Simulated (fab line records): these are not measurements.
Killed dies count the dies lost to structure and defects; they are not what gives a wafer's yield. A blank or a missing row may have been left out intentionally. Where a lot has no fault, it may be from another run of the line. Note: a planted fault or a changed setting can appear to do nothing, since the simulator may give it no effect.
Problem report, 8D (eight disciplines) form, completed by code :: flow sky130 :: the parts of the form that need people (team, actions taken, sign-off) are left out

== 1. THE ISSUE ==
Wafers free of any fault read 10.31 nm (standard deviation 0.25) for GATE_OXIDE_OXIDATION_00_THK at SKY_GATE_OXIDE_THK_MEAS_02, against a mean of 6.04 nm on 6 wafers of 2 lots. Measured from the usual mean, that is -17 standard deviations.
Seen first at day 18 15:50 on film metro-03, wafer L479.1. At this step, 36 wafers from 12 lots have a number in the record. By rule, "out" or "out of limits" means more than 4 standard deviations away from the usual mean. Any other wafer with a number is counted as sound.

== 2. WHAT IT IS, AND WHAT IT ISN'T ==
question: which readings at this step
is: GATE_OXIDE_OXIDATION_00_THK
is not: -

question: which lots
is: L479, L480
is not: L463, L465, L467, L469, L470, L471, L474, L476, L481, L482

question: which wafers of those lots
is: all that have a number
is not: -

question: read on which gauges
is: film metro-01, film metro-03
is not: film metro-04

question: when
is: from day 18 15:50
is not: up to then (24 sound wafers); but 6 sound wafers of L481, L482 came after

== 3. THE SUSPECTS, EACH WITH WHAT RULES IT OUT ==
Counting: a tool at any process step up to the reading remains a suspect when it ran all the lots that are out and ran no sound lot after the first of those.
- the gauge at SKY_GATE_OXIDE_THK_MEAS_02: ruled out. The wafers that are out were read on 2 gauges (film metro-01, film metro-03).
- furnace-01 at SKY_GATE_OXIDE_OXIDATION_01 (stabilise 600 s, purge 300 s, target thk 10.268 nm): kept. All lots that are out passed through it, beginning with L479 at day 18 14:25, and no sound lot followed; its final sound lot before that point was L469 at day 18 00:02.
Remaining after the count: furnace-01 at SKY_GATE_OXIDE_OXIDATION_01.

== 4. THE CAUSE (what the simulator had put in) ==
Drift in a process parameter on furnace-01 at SKY_GATE_OXIDE_OXIDATION_01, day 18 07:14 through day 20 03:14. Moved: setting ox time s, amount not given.
The count eliminated every tool but this one.

== 5. THE CHAIN OF EFFECTS, in route order ==
Each row: a reading where the mean over the struck wafers with a number is more than 3 standard deviations away from the usual. Only readings for which the record gives a usual standard deviation are gone through. hours: the time from each lot's start at the first step in this table that gives one to its start at this step, as a median over the lots. sigmas: the change in usual standard deviations.
hours: 0
step: SKY_GATE_OXIDE_THK_MEAS_02
reading: GATE_OXIDE_OXIDATION_00_THK
usual: 10.31 nm
on struck wafers: 6.04
change: -4.27
sigmas: -17

== 6. HOW IT WOULD HAVE BEEN CAUGHT EARLIER ==
The first out-of-limits reading at a measuring or inspecting step in this record came at day 18 15:50, 9 hours after the fault's start at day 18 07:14.
An alarm limit of 4 standard deviations would not have fired on the tool readings at SKY_GATE_OXIDE_OXIDATION_01 for which the record gives a usual standard deviation, since none of them was out on any struck wafer.
Of the lots that are out (2), L480 began SKY_GATE_OXIDE_OXIDATION_01 on furnace-01 after day 18 15:50. A tool hold placed at that time would have kept it from harm.
